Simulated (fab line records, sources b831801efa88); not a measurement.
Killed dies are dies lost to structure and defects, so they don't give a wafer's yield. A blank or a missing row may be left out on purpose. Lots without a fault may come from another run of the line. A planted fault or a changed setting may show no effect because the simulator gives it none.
One fault seen from 2 desks | flow gf180mcu | each desk has only its own numbers; what lay behind them comes last

THE METROLOGY DESK
What the gauges read, lot by lot, whatever tool the lot ran on: means of the sampled wafers that have a number. A lot is out of limits, marked OUT, if its mean lies more than 4 standard deviations from the usual mean; the brackets give that distance.
Columns: A = V3_W_RS at GF_V3_RS_MEAS_24, usual 0.330 ohm/sq; B = V3_W_THK at GF_V3_THK_MEAS_25, usual 355 nm
lot  | first seen here | A                | B
L980 | day 22 02:36    | 0.327            | 367
L981 | day 22 13:02    | 0.335            | 355
L983 | day 23 19:14    | 0.333            | 346
L989 | day 25 13:29    | 0.333            | 349
L990 | day 25 20:39    | 0.332            | 355
L992 | day 26 16:28    | 0.286 (-9.7) OUT | 414 (+8.1) OUT
L993 | day 27 00:01    | 0.285 (-10) OUT  | 405 (+6.8) OUT
L994 | day 27 01:35    | 0.330            | 348
L101 | day 29 07:22    | 0.333            | 349
L103 | day 29 14:06    | 0.324            | 370
This desk's finding: out of limits on L992, L993; first on L992, day 26 16:28 (V3_W_RS at GF_V3_RS_MEAS_24). In limits: L980, L981, L983, L989, L990, L994, L101, L103.

THE TOOL OWNER'S DESK: cvd_w-02
The tool's own readings at GF_V3_CVD_23 (deposits W, target thk 350 nm, time 104.9 s): means of the sampled wafers that have a number, for each lot that ran on this tool. A lot is out of limits, marked OUT, if its mean lies more than 4 standard deviations from the usual mean; the brackets give that distance.
Columns: A = heater_power_w at GF_V3_CVD_23, usual 801 W; B = susceptor_temp_C at GF_V3_CVD_23, usual 400.01 C
lot  | first seen here | A   | B
L981 | day 22 12:56    | 809 | 400.02
L983 | day 23 19:08    | 795 | 399.90
L989 | day 25 13:23    | 802 | 399.94
L990 | day 25 20:32    | 759 | 400.04
L992 | day 26 16:22    | 849 | 408.26 (+39) OUT
L993 | day 26 23:54    | 828 | 408.59 (+41) OUT
This desk's finding: out of limits on L992, L993; first on L992, day 26 16:22 (susceptor_temp_C at GF_V3_CVD_23). In limits: L981, L983, L989, L990.

PUT TOGETHER
The tool owner's desk could have raised an alarm at day 26 16:22, on L992, L993.
The metrology desk could have raised an alarm at day 26 16:28, on L992, L993.
Of the lots named, all ran GF_V3_CVD_23 on cvd_w-02.

WHAT THE SIMULATOR HAD PUT IN
Process parameter drift: cvd_w-02, from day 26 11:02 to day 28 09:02, at GF_V3_CVD_23. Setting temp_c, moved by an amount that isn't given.
Lots struck among those shown: L992, L993.
Hours from the fault's start to each desk's first reading out of limits: the tool owner's desk, 5; the metrology desk, 5.
